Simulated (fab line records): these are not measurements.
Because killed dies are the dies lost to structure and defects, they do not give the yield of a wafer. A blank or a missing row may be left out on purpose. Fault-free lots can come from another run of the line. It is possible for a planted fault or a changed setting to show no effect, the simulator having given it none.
fab line records	flow sky130
record: lots: 14	wafers: 42	last-day: 50
route steps=708 shown METAL3@565 METAL5@675 PASSIVATION@681 PAD_OPEN@708
lots untouched by any fault: they come from a run of this same line in which no faults occurred
start-h: the number of hours between the record's first day and the start of the first shown wafer of the lot	wait-h: hours elapsed since this lot's preceding step	" as in the row above	L1.1+2: a row that stands for several wafers	- no value present, or no start provided	* or withheld: withheld	< > ~ a bound
route shown NAME@n: NAME is a module with steps in the file, n the number in the route of the first one	usual: mean/standard deviation taken from wafers without a fault	same: alike in all rows	chamber/n: place in a boat	sites: per-site readings	_std_site: their standard deviation	_edge_site: mean of outer sites minus mean of inner sites	radius-mm: how far each site lies from the wafer's centre	mask NAME#n: copy n	behind: the last tool/chamber to shape the wafer	hold: why the lot went on hold/how many hours it stayed there/how the hold came to an end	device: whichever transistor did not switch (one of n, p or np)	end of line: tests of these same wafers at the route's end	for a step that has no rows: nothing shown but its recipe	killed: dies that structure and defects cost at the first sort, which is not the same as the wafer's yield	map: dies across one wafer; x = killed, . = not, _ = none there
set.NAME: the setting the step ran with; set.NAME@STEP: the setting that earlier step ran with	model.NAME: the simulator's own value behind a step, which no gauge read
one table for each step of the route and one row for each wafer, over a sample of lots
services: from which hour (start-h, from the record's first day; less than 0 if before it) a tool's chamber was out of use, for how many hours, and why
== steps ==
step: SKY_METAL3_DESCUM_15
recipe: chemistry: O2	source-power-w: 150	bias-power-w: 0	pressure-mtorr: 10	temp-c: 40	time-s: 8
usual: drypump-motor-current-A: 5.7/0.42	oes-product-au: 1.000/0.011
lot.wafer	tool	chamber	start-h	wait-h	drypump-motor-current-A	oes-product-au	rf-hours-counter-h
L316.1	rie-metal-01	0	903.73	0.0	5.9	0.999	9
L316.5	"	1	"	"	5.3	0.979	-
L316.6	"	0	"	"	5.9	0.994	-
L318.2	rie-metal-01	0	913.82	0.0	5.9	0.996	10
L318.3	"	1	"	"	5.3	0.977	-
L318.4	"	0	"	"	5.9	1.001	-
L319.3	rie-metal-04	1	919.56	0.0	6.0	1.007	-
L319.5	"	1	"	"	6.0	1.014	-
L319.6	"	1	"	"	6.0	1.017	-
L321.3	rie-metal-04	0	938.30	0.0	5.9	0.997	-
L321.4	"	1	"	"	6.0	1.011	-
L321.5	"	1	"	"	6.0	1.011	-
L325.1	rie-metal-01	1	966.92	0.0	5.4	0.978	12
L325.2	"	0	"	"	5.9	0.991	13
L325.6	"	1	"	"	5.3	0.989	-
L328.1	rie-metal-02	1	990.37	0.0	6.1	0.996	13
L328.3	"	0	"	"	5.0	1.002	-
L328.4	"	1	"	"	6.1	0.997	-
L329.1	rie-metal-01	1	992.83	0.0	5.3	0.978	13
L329.3	"	0	"	"	5.9	0.986	-
L329.6	"	0	"	"	5.9	0.981	-
L330.1	rie-metal-02	1	1002.79	0.0	6.1	1.014	14
L330.3	"	0	"	"	4.9	1.014	-
L330.4	"	1	"	"	6.1	1.005	-
L331.1	rie-metal-04	1	1023.12	0.0	6.0	0.999	16
L331.4	"	1	"	"	6.0	1.002	-
L331.5	"	0	"	"	5.9	0.991	-
L334.1	rie-metal-02	1	1031.07	0.0	6.1	1.003	15
L334.3	"	0	"	"	5.0	1.000	-
L334.5	"	0	"	"	5.0	1.001	-
L336.3	rie-metal-02	0	1046.40	0.0	5.0	1.013	-
L336.5	"	0	"	"	5.0	1.007	-
L336.6	"	1	"	"	6.1	1.006	-
L338.3	rie-metal-02	1	1051.63	0.0	6.1	1.005	-
L338.4	"	0	"	"	4.9	1.015	-
L338.5	"	1	"	"	6.1	1.005	-
L337.2	rie-metal-01	0	1052.48	0.0	5.9	0.989	18
L337.4	"	1	"	"	5.3	0.991	-
L337.6	"	1	"	"	5.3	0.986	-
L339.1	rie-metal-04	1	1056.14	0.0	6.0	1.003	19
L339.4	"	1	"	"	6.0	1.004	-
L339.5	"	0	"	"	5.9	1.006	-
step: SKY_METAL3_ETCH_17
recipe: target: SiO2	stop-on: TiN	chemistry: C4F8/O2/Ar	source-w: 1500	bias-w: 1200	pressure-mtorr: 40	c4f8-flow-sccm: withheld	O2_flow_sccm: 6	Ar_flow_sccm: 300	time-s: 3.9	target-depth-a: 150
usual: oes-product-au: 0.752/0.0069
lot.wafer	tool	chamber	start-h	wait-h	oes-product-au	rf-hours-counter-h
L316.1	rie-diel-03	0	903.86	0.1	0.756	1
L316.5	"	1	"	"	0.756	-
L316.6	"	2	"	"	0.750	-
L318.2	rie-diel-02	2	913.95	0.1	0.762	1
L318.3	"	3	"	"	0.762	4
L318.4	"	1	"	"	0.771	21
L319.3	rie-diel-01	0	919.80	0.1	0.743	4
L319.5	"	1	"	"	0.747	-
L319.6	"	0	"	"	0.756	-
L321.3	rie-diel-02	3	938.42	0.0	0.757	5
L321.4	"	2	"	"	0.754	2
L321.5	"	0	"	"	0.756	-
L325.1	rie-diel-02	3	967.05	0.1	0.751	6
L325.2	"	1	"	"	0.748	22
L325.6	"	1	"	"	0.762	-
L328.1	rie-diel-01	3	990.50	0.1	0.741	14
L328.3	"	0	"	"	0.755	6
L328.4	"	1	"	"	0.761	20
L329.1	rie-diel-01	2	992.96	0.1	0.749	11
L329.3	"	1	"	"	0.757	20
L329.6	"	3	"	"	0.754	-
L330.1	rie-diel-03	3	1002.92	0.1	0.737	25
L330.3	"	1	"	"	0.757	19
L330.4	"	2	"	"	0.754	13
L331.1	rie-diel-01	3	1023.25	0.1	0.751	15
L331.4	"	1	"	"	0.753	21
L331.5	"	1	"	"	0.760	-
L334.1	rie-diel-01	3	1031.20	0.1	0.758	15
L334.3	"	2	"	"	0.741	12
L334.5	"	0	"	"	0.762	-
L336.3	rie-diel-02	0	1046.52	0.0	0.744	17
L336.5	"	1	"	"	0.756	-
L336.6	"	0	"	"	0.743	-
L338.3	rie-diel-01	1	1051.75	0.0	0.751	22
L338.4	"	3	"	"	0.750	16
L338.5	"	2	"	"	0.762	-
L337.2	rie-diel-02	2	1052.61	0.1	0.753	5
L337.4	"	3	"	"	0.752	8
L337.6	"	1	"	"	0.746	-
L339.1	rie-diel-01	0	1056.27	0.1	0.757	8
L339.4	"	1	"	"	0.757	22
L339.5	"	0	"	"	0.760	-
step: SKY_METAL5_DESCUM_14
recipe: chemistry: O2	source-power-w: 150	bias-power-w: 0	pressure-mtorr: 10	temp-c: 40	time-s: 11
usual: drypump-motor-current-A: 5.4/0.46	oes-product-au: 0.998/0.011
lot.wafer	tool	chamber	start-h	wait-h	drypump-motor-current-A	oes-product-au	rf-hours-counter-h
L316.1	rie-metal-03	0	1029.62	0.1	5.6	0.997	7
L316.5	"	1	"	"	4.7	1.000	-
L316.6	"	0	"	"	5.7	1.012	-
L318.2	rie-metal-01	0	1039.51	0.1	5.9	0.995	16
L318.3	"	1	"	"	5.3	0.980	-
L318.4	"	0	"	"	5.9	0.992	-
L319.3	rie-metal-01	1	1045.42	0.1	5.3	0.982	-
L319.5	"	1	"	"	5.3	0.975	-
L319.6	"	0	"	"	5.9	0.994	-
L321.3	rie-metal-01	1	1060.65	0.1	5.3	0.982	-
L321.4	"	0	"	"	6.0	0.988	-
L321.5	"	1	"	"	5.3	0.975	-
L325.1	rie-metal-03	1	1084.74	0.1	4.7	0.994	17
L325.2	"	0	"	"	5.6	1.009	10
L325.6	"	0	"	"	5.6	1.015	-
L328.1	rie-metal-03	1	1104.87	0.1	4.7	1.004	19
L328.3	"	1	"	"	4.7	0.995	-
L328.4	"	0	"	"	5.6	1.007	-
L329.1	rie-metal-01	1	1106.39	0.1	5.3	0.989	20
L329.3	"	0	"	"	6.0	0.998	-
L329.6	"	0	"	"	6.0	0.996	-
L330.1	rie-metal-01	0	1118.74	0.1	5.9	0.990	22
L330.3	"	1	"	"	5.3	0.976	-
L330.4	"	0	"	"	5.9	1.001	-
L331.1	rie-metal-01	1	1134.09	0.1	5.3	0.984	22
L331.4	"	0	"	"	5.9	0.992	-
L331.5	"	0	"	"	5.9	0.992	-
L334.1	rie-metal-03	0	1142.71	0.1	5.6	1.012	16
L334.3	"	1	"	"	4.7	0.999	-
L334.5	"	1	"	"	4.7	1.006	-
L336.3	rie-metal-03	1	1153.48	0.1	4.7	0.999	-
L336.5	"	1	"	"	4.7	1.004	-
L336.6	"	0	"	"	5.6	1.012	-
L338.3	rie-metal-01	0	1157.81	0.1	5.9	0.993	-
L338.4	"	1	"	"	5.3	1.000	-
L338.5	"	0	"	"	5.9	0.997	-
L337.2	rie-metal-02	0	1158.09	0.1	5.0	1.017	27
L337.4	"	1	"	"	6.1	1.017	-
L337.6	"	1	"	"	6.1	1.004	-
L339.1	rie-metal-01	0	1158.81	0.1	5.9	0.982	25
L339.4	"	0	"	"	5.9	0.995	-
L339.5	"	1	"	"	5.3	0.980	-
step: SKY_PASSIVATION_CVD_00
recipe: material: SiO2	target-thk-nm: 90	temp-c: 400	time-s: withheld	rf-w: 600
usual: heater-power-outer-w: 379/58	heater-power-w: 635/92
lot.wafer	tool	chamber	start-h	wait-h	heater-power-outer-w	heater-power-w
L316.1	pecvd-02	2	1030.97	0.0	428	704
L316.5	"	0	"	"	406	670
L316.6	"	2	"	"	314	573
L318.2	pecvd-04	1	1040.37	0.0	326	524
L318.3	"	0	"	"	270	474
L318.4	"	1	"	"	336	554
L319.3	pecvd-03	2	1046.61	0.0	310	523
L319.5	"	1	"	"	493	731
L319.6	"	0	"	"	446	781
L321.3	pecvd-02	2	1061.51	0.0	430	720
L321.4	"	0	"	"	408	666
L321.5	"	2	"	"	426	720
L325.1	pecvd-03	1	1085.67	0.0	533	807
L325.2	"	0	"	"	452	782
L325.6	"	1	"	"	523	801
L328.1	pecvd-02	2	1105.73	0.0	405	699
L328.3	"	1	"	"	432	806
L328.4	"	2	"	"	405	704
L329.1	pecvd-04	1	1107.25	0.0	-	-
L329.3	"	2	"	"	-	-
L329.6	"	1	"	"	-	-
L330.1	pecvd-02	0	1119.60	0.0	-	-
L330.3	"	2	"	"	-	-
L330.4	"	0	"	"	-	-
L331.1	pecvd-03	0	1134.96	0.0	-	-
L331.4	"	0	"	"	-	-
L331.5	"	2	"	"	-	-
L334.1	pecvd-03	0	1143.58	0.0	411	746
L334.3	"	1	"	"	530	788
L334.5	"	2	"	"	408	659
L336.3	pecvd-04	2	1154.34	0.0	356	590
L336.5	"	1	"	"	318	507
L336.6	"	0	"	"	252	448
L338.3	pecvd-04	1	1158.66	0.0	352	573
L338.4	"	1	"	"	346	587
L338.5	"	2	"	"	311	529
L337.2	pecvd-04	0	1159.00	0.0	338	529
L337.4	"	1	"	"	324	543
L337.6	"	0	"	"	334	561
L339.1	pecvd-04	0	1159.72	0.0	335	550
L339.4	"	0	"	"	343	569
L339.5	"	1	"	"	374	609
step: SKY_PAD_OPEN_PROBE_99
usual: defect-limited-yield: 82.6/1.8	killed_at_M0_to_M3: 44/6.3	killed_at_M4_up: 2.8/1.7	killed-at-contacts: 25/5.8	killed-at-front-end: 14/4.4	killed-at-other: 0.3/0.49	killed-dies: 86/8.7	killed-on-rim: 17/4.3	killed-open: 48/5.8	killed-short: 38/6	sort_bin_3_pad_short: 0.8/0.39	sort_bin_5_function: 10.4/1.4	sort_bin_6_memory: 6.2/1.1	sort-n-pass: 406/8.7	sort-yield-pct: 82.6/1.8
same: gross-dies: 492	killed-at-back-side: 0	sort_bin_4_leakage[%]: 0	sort_bin_8_speed[%]: 0
lot.wafer	tool	chamber	start-h	wait-h	defect-limited-yield[%]	killed_at_M0_to_M3	killed_at_M4_up	killed-at-contacts	killed-at-front-end	killed-at-other	killed-dies	killed-on-rim	killed-open	killed-short	sort_bin_3_pad_short[%]	sort_bin_5_function[%]	sort_bin_6_memory[%]	sort-n-pass	sort-yield-pct[%]
L316.1	prober-02	-	1076.75	0.1	81.7	46	3	23	18	0	90	20	51	39	0.6	12.6	5.1	402	81.7
L316.5	prober-02	-	1076.95	0.2	84.1	42	2	24	10	0	78	11	43	35	0.8	11.2	3.9	414	84.1
L316.6	prober-02	-	1077.00	0.2	77.6	54	6	24	26	0	110	21	60	50	0.8	12.8	8.7	382	77.6
L318.2	prober-01	-	1084.89	0.1	82.1	37	1	31	19	0	88	22	45	43	1.4	9.8	6.7	404	82.1
L318.3	prober-01	-	1084.94	0.2	81.7	46	2	27	15	0	90	17	50	40	0.6	11.2	6.5	402	81.7
L318.4	prober-01	-	1084.99	0.2	82.3	38	5	28	16	0	87	12	43	44	1.2	11.2	5.3	405	82.3
L319.3	prober-01	-	1092.46	0.2	82.3	48	1	25	13	0	87	21	48	39	0.2	10.6	6.9	405	82.3
L319.5	prober-01	-	1092.56	0.2	82.9	40	2	32	10	0	84	15	45	39	1.0	10.2	5.9	408	82.9
L319.6	prober-01	-	1092.61	0.2	82.7	50	7	16	12	0	85	14	44	41	1.2	9.8	6.3	407	82.7
L321.3	prober-01	-	1105.03	0.2	83.3	46	5	22	9	0	82	18	48	34	0.6	10.4	5.7	410	83.3
L321.4	prober-01	-	1105.08	0.2	84.6	35	6	18	17	0	76	10	40	36	0	9.1	6.3	416	84.6
L321.5	prober-01	-	1105.13	0.2	83.5	44	3	26	7	1	81	15	47	34	1.4	9.8	5.3	411	83.5
L325.1	prober-01	-	1127.92	0.1	79.5	43	4	32	22	0	101	23	53	48	2.2	10.8	7.5	391	79.5
L325.2	prober-01	-	1127.97	0.1	80.9	44	2	37	11	0	94	22	49	45	1.4	12.0	5.7	398	80.9
L325.6	prober-01	-	1128.17	0.2	78.7	47	3	38	17	0	105	21	62	43	0.8	13.6	6.9	387	78.7
L328.1	prober-02	-	1146.76	0.1	80.9	38	1	39	16	0	94	15	52	42	0.6	12.4	6.1	398	80.9
L328.3	prober-02	-	1146.86	0.2	84.6	39	2	25	10	0	76	15	41	35	0.6	9.6	5.3	416	84.6
L328.4	prober-02	-	1146.91	0.2	84.6	44	1	20	11	0	76	14	35	41	0.2	10.0	5.3	416	84.6
L334.1	prober-01	-	1181.38	0.1	81.7	44	2	21	23	0	90	12	54	36	0.8	9.6	7.9	402	81.7
L334.3	prober-01	-	1181.48	0.2	84.8	38	4	26	7	0	75	14	43	32	1.4	10.0	3.9	417	84.8
L334.5	prober-01	-	1181.58	0.2	82.1	42	5	29	12	0	88	24	52	36	0.6	10.6	6.7	404	82.1
L336.3	prober-01	-	1190.39	0.2	80.9	50	4	30	9	1	94	20	49	45	0.4	11.6	7.1	398	80.9
L336.5	prober-01	-	1190.49	0.2	80.3	48	2	26	21	0	97	21	52	45	0.6	12.4	6.7	395	80.3
L336.6	prober-01	-	1190.54	0.2	85.6	34	3	23	11	0	71	9	39	32	1.2	6.1	7.1	421	85.6
L338.3	prober-01	-	1195.25	0.2	85.4	40	2	21	9	0	72	14	39	33	1.2	9.3	4.1	420	85.4
L338.4	prober-01	-	1195.30	0.2	83.3	43	5	19	15	0	82	17	45	37	0.6	8.9	7.1	410	83.3
L338.5	prober-01	-	1195.35	0.2	82.9	34	3	29	18	0	84	15	48	36	0.2	11.0	5.9	408	82.9
L337.2	prober-02	-	1195.51	0.1	81.5	44	1	27	18	1	91	19	55	36	1.0	10.8	6.7	401	81.5
L337.4	prober-02	-	1195.61	0.2	81.5	37	1	33	19	1	91	17	48	43	0.6	10.4	7.5	401	81.5
L337.6	prober-02	-	1195.71	0.2	83.3	50	2	17	13	0	82	25	46	36	1.0	9.3	6.3	410	83.3
L339.1	prober-01	-	1196.65	0.1	80.5	48	2	26	20	0	96	12	47	49	1.2	11.0	7.3	396	80.5
L339.4	prober-01	-	1196.80	0.2	85.8	39	4	16	11	0	70	9	39	31	0.8	7.3	6.1	422	85.8
L339.5	prober-01	-	1196.85	0.2	82.3	47	1	24	14	1	87	14	48	39	0.4	11.4	5.9	405	82.3
killed by level:class
L316.1 CONTACT:geometric-particle:open=10 VIA1:geometric-particle:open=10 METAL2:geometric-particle:short=9 METAL1:geometric-particle:short=8 POLY_GATE:geometric-particle:open=7 VIA1:geometric-particle:short=5 CONTACT:geometric-particle:short=4 LI_CONTACT:geometric-particle:open=4
L316.5 CONTACT:geometric-particle:open=10 METAL2:geometric-particle:short=8 VIA1:geometric-particle:open=7 VIA2:geometric-particle:open=7 LOCAL_INTERCONNECT:geometric-particle:short=6 VIA3:geometric-particle:open=6 POLY_GATE:geometric-particle:short=5 LI_CONTACT:geometric-particle:open=5
L316.6 FIELD_ISO:geometric-particle:open=10 VIA1:geometric-particle:short=10 VIA3:geometric-particle:open=9 CONTACT:geometric-particle:open=8 VIA1:geometric-particle:open=8 METAL2:geometric-particle:short=7 VIA2:geometric-particle:open=6 CONTACT:geometric-particle:short=6
L318.2 CONTACT:geometric-particle:open=12 METAL2:geometric-particle:short=8 FIELD_ISO:geometric-particle:open=7 LI_CONTACT:geometric-particle:open=7 CONTACT:geometric-particle:short=6 VIA1:geometric-particle:short=6 VIA1:geometric-particle:open=6 VIA3:geometric-particle:open=5
L318.3 LI_CONTACT:geometric-particle:open=8 VIA3:geometric-particle:open=8 VIA1:geometric-particle:open=7 CONTACT:geometric-particle:open=7 VIA2:geometric-particle:open=7 CONTACT:geometric-particle:short=6 VIA3:geometric-particle:short=5 VIA1:geometric-particle:short=5
L318.4 CONTACT:geometric-particle:open=13 METAL2:geometric-particle:short=10 FIELD_ISO:geometric-particle:open=6 VIA1:geometric-particle:open=6 METAL3:geometric-particle:short=5 METAL4:geometric-particle:short=5 LI_CONTACT:geometric-particle:open=4 CONTACT:geometric-particle:short=4
L319.3 CONTACT:geometric-particle:open=13 METAL1:geometric-particle:short=9 VIA1:geometric-particle:open=7 VIA2:geometric-particle:open=7 VIA3:geometric-particle:open=6 VIA1:geometric-particle:short=6 LI_CONTACT:geometric-particle:open=5 CONTACT:geometric-particle:short=4
L319.5 CONTACT:geometric-particle:open=12 VIA1:geometric-particle:open=10 LOCAL_INTERCONNECT:geometric-particle:short=9 CONTACT:geometric-particle:short=8 POLY_GATE:geometric-particle:open=5 VIA3:geometric-particle:open=5 METAL2:geometric-particle:short=4 METAL3:geometric-particle:open=4
L319.6 METAL1:geometric-particle:short=9 VIA1:geometric-particle:open=8 VIA3:geometric-particle:open=8 FIELD_ISO:geometric-particle:open=6 CONTACT:geometric-particle:open=6 VIA2:geometric-particle:short=6 METAL4:geometric-particle:short=5 LI_CONTACT:geometric-particle:open=4
L321.3 VIA1:geometric-particle:open=12 CONTACT:geometric-particle:open=9 METAL1:geometric-particle:short=6 FIELD_ISO:geometric-particle:short=5 METAL2:geometric-particle:open=5 METAL2:geometric-particle:short=5 VIA3:geometric-particle:open=5 LI_CONTACT:geometric-particle:open=4
L321.4 METAL1:geometric-particle:short=7 LI_CONTACT:geometric-particle:open=6 VIA1:geometric-particle:short=6 CONTACT:geometric-particle:open=5 METAL2:geometric-particle:short=5 VIA3:geometric-particle:open=5 FIELD_ISO:geometric-particle:short=4 FIELD_ISO:geometric-particle:open=4
L321.5 CONTACT:geometric-particle:open=12 VIA1:geometric-particle:open=11 METAL2:geometric-particle:short=7 VIA2:geometric-particle:open=7 CONTACT:geometric-particle:short=6 LI_CONTACT:geometric-particle:open=4 LOCAL_INTERCONNECT:geometric-particle:short=4 METAL1:geometric-particle:short=4
L325.1 METAL2:geometric-particle:short=12 LI_CONTACT:geometric-particle:open=11 VIA3:geometric-particle:open=9 CONTACT:geometric-particle:open=9 CONTACT:geometric-particle:short=8 FIELD_ISO:geometric-particle:short=7 VIA1:geometric-particle:open=7 FIELD_ISO:geometric-particle:open=4
L325.2 CONTACT:geometric-particle:open=15 VIA1:geometric-particle:open=12 METAL2:geometric-particle:short=7 CONTACT:geometric-particle:short=7 VIA2:geometric-particle:open=7 LOCAL_INTERCONNECT:geometric-particle:short=5 POLY_GATE:geometric-particle:short=4 LI_CONTACT:geometric-particle:short=4
L325.6 CONTACT:geometric-particle:open=12 LI_CONTACT:geometric-particle:open=10 VIA2:geometric-particle:open=10 VIA3:geometric-particle:open=10 VIA1:geometric-particle:open=9 LI_CONTACT:geometric-particle:short=7 CONTACT:geometric-particle:short=5 VIA1:geometric-particle:short=4
L328.1 LI_CONTACT:geometric-particle:open=13 CONTACT:geometric-particle:open=13 METAL1:geometric-particle:short=10 CONTACT:geometric-particle:short=8 FIELD_ISO:geometric-particle:open=6 VIA1:geometric-particle:open=6 VIA1:geometric-particle:short=5 POLY_GATE:geometric-particle:short=4
L328.3 VIA1:geometric-particle:open=11 CONTACT:geometric-particle:open=8 LI_CONTACT:geometric-particle:open=8 METAL2:geometric-particle:short=7 VIA2:geometric-particle:open=6 FIELD_ISO:geometric-particle:short=5 VIA3:geometric-particle:open=5 LOCAL_INTERCONNECT:geometric-particle:short=4
L328.4 VIA1:geometric-particle:open=9 METAL2:geometric-particle:short=8 CONTACT:geometric-particle:open=7 CONTACT:geometric-particle:short=5 VIA2:geometric-particle:open=5 LI_CONTACT:geometric-particle:open=4 METAL1:geometric-particle:short=4 VIA1:geometric-particle:short=4
L334.1 CONTACT:geometric-particle:open=9 VIA2:geometric-particle:open=9 FIELD_ISO:geometric-particle:open=8 VIA1:geometric-particle:open=8 METAL1:geometric-particle:short=6 POLY_GATE:geometric-particle:open=5 LI_CONTACT:geometric-particle:open=5 VIA3:geometric-particle:open=4
L334.3 CONTACT:geometric-particle:open=10 VIA2:geometric-particle:open=9 LI_CONTACT:geometric-particle:open=8 VIA3:geometric-particle:open=8 CONTACT:geometric-particle:short=6 METAL1:geometric-particle:short=5 METAL4:geometric-particle:short=4 VIA1:geometric-particle:open=3
L334.5 CONTACT:geometric-particle:open=11 LI_CONTACT:geometric-particle:open=9 VIA1:geometric-particle:open=8 VIA1:geometric-particle:short=7 CONTACT:geometric-particle:short=6 VIA3:geometric-particle:open=6 VIA2:geometric-particle:open=6 METAL1:geometric-particle:short=5
L336.3 CONTACT:geometric-particle:open=12 VIA1:geometric-particle:open=10 VIA1:geometric-particle:short=8 CONTACT:geometric-particle:short=8 VIA3:geometric-particle:open=8 METAL1:geometric-particle:short=7 LI_CONTACT:geometric-particle:open=5 METAL1:geometric-particle:open=5
L336.5 CONTACT:geometric-particle:open=11 VIA1:geometric-particle:open=9 VIA2:geometric-particle:open=8 FIELD_ISO:geometric-particle:short=7 METAL1:geometric-particle:short=6 VIA3:geometric-particle:open=6 LI_CONTACT:geometric-particle:open=5 LOCAL_INTERCONNECT:geometric-particle:short=5
L336.6 LI_CONTACT:geometric-particle:open=8 CONTACT:geometric-particle:open=6 VIA1:geometric-particle:short=6 POLY_GATE:geometric-particle:short=5 VIA1:geometric-particle:open=5 VIA2:geometric-particle:open=5 VIA3:geometric-particle:open=4 LOCAL_INTERCONNECT:geometric-particle:short=3
L338.3 VIA1:geometric-particle:open=11 LI_CONTACT:geometric-particle:open=8 CONTACT:geometric-particle:open=7 VIA3:geometric-particle:open=6 POLY_GATE:geometric-particle:short=5 METAL1:geometric-particle:short=5 METAL2:geometric-particle:short=5 VIA2:geometric-particle:open=4
L338.4 VIA1:geometric-particle:open=15 CONTACT:geometric-particle:short=6 VIA3:geometric-particle:open=6 POLY_GATE:geometric-particle:open=5 VIA1:geometric-particle:short=5 LI_CONTACT:geometric-particle:open=4 VIA2:geometric-particle:open=4 VIA3:geometric-particle:short=4
L338.5 CONTACT:geometric-particle:open=9 LI_CONTACT:geometric-particle:open=8 VIA1:geometric-particle:open=7 VIA3:geometric-particle:open=7 FIELD_ISO:geometric-particle:open=5 LOCAL_INTERCONNECT:geometric-particle:short=5 CONTACT:geometric-particle:short=5 VIA2:geometric-particle:open=5
L337.2 CONTACT:geometric-particle:open=17 VIA1:geometric-particle:open=12 POLY_GATE:geometric-particle:short=8 LI_CONTACT:geometric-particle:open=6 VIA2:geometric-particle:open=6 VIA3:geometric-particle:short=6 FIELD_ISO:geometric-particle:open=5 METAL3:geometric-particle:short=5
L337.4 VIA1:geometric-particle:open=14 CONTACT:geometric-particle:open=12 LI_CONTACT:geometric-particle:open=8 LOCAL_INTERCONNECT:geometric-particle:short=7 POLY_GATE:geometric-particle:short=5 VIA1:geometric-particle:short=5 METAL3:geometric-particle:short=5 VIA3:geometric-particle:open=5
L337.6 VIA1:geometric-particle:open=15 CONTACT:geometric-particle:open=7 METAL1:geometric-particle:short=7 VIA2:geometric-particle:open=7 VIA3:geometric-particle:open=6 CONTACT:geometric-particle:short=5 FIELD_ISO:geometric-particle:open=4 VIA1:geometric-particle:short=4
L339.1 METAL1:geometric-particle:short=10 VIA1:geometric-particle:open=10 CONTACT:geometric-particle:open=9 CONTACT:geometric-particle:short=7 LI_CONTACT:geometric-particle:open=6 VIA1:geometric-particle:short=6 METAL2:geometric-particle:short=6 FIELD_ISO:geometric-particle:open=4
L339.4 VIA1:geometric-particle:open=14 CONTACT:geometric-particle:open=6 POLY_GATE:geometric-particle:open=5 CONTACT:geometric-particle:short=5 METAL1:geometric-particle:short=5 METAL2:geometric-particle:short=5 VIA2:geometric-particle:open=4 VIA3:geometric-particle:open=4
L339.5 CONTACT:geometric-particle:open=13 VIA1:geometric-particle:open=9 VIA1:geometric-particle:short=8 POLY_GATE:geometric-particle:short=6 LI_CONTACT:geometric-particle:open=6 METAL1:geometric-particle:short=5 METAL1:geometric-particle:open=4 POLY_GATE:geometric-particle:open=3
== services ==
tool	chamber	start-h	hours	kind
pecvd-04	-	879.94	0.3	repair
pecvd-03	2	884.81	8.3	repair
pecvd-03	-	892.32	6.0	pm
rie-metal-04	1	896.64	3.8	repair
pecvd-02	0	897.23	4.2	repair
pecvd-03	-	904.83	1.9	repair
pecvd-02	-	911.97	14.6	pm
rie-diel-02	0	915.95	1.2	repair
rie-diel-02	3	919.90	4.2	repair
rie-diel-02	2	960.48	1.5	repair
pecvd-04	-	1022.95	1.9	repair
pecvd-04	-	1027.12	1.0	repair
rie-diel-01	2	1031.63	6.9	repair
rie-diel-01	-	1046.62	1.4	repair
rie-diel-01	3	1056.66	11.2	repair
rie-diel-01	2	1066.76	21.5	repair
rie-diel-01	3	1078.79	4.6	repair
pecvd-04	-	1083.19	2.8	pm
rie-metal-01	-	1110.00	2.4	repair
rie-diel-02	0	1113.34	14.6	repair
rie-metal-03	1	1117.64	15.2	repair
rie-diel-02	2	1123.16	4.2	repair
rie-metal-03	1	1156.06	17.8	repair
rie-metal-01	-	1158.43	0.3	repair
== key ==
first-sign: step: SKY_PASSIVATION_CVD_00	reading: tool-record	direction: missing
effect none on later readings
met-at SKY_PASSIVATION_CVD_00
struck-lots L329,L330,L331
scrapped-behind SKY_PASSIVATION_THK_MEAS_01 L329.1,L329.3,L329.6,L330.1,L330.3,L330.4,L331.1,L331.4,L331.5
not-acting-at SKY_METAL3_DESCUM_15,SKY_METAL3_ETCH_17,SKY_METAL5_DESCUM_14
onset-between 1105.73 1107.25
fault: kind: skipped-step-whole	tool: pecvd-02,pecvd-03,pecvd-04	chamber: -	onset-h: 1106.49	steps: SKY_PASSIVATION_CVD_00	scope: struck-lots-only
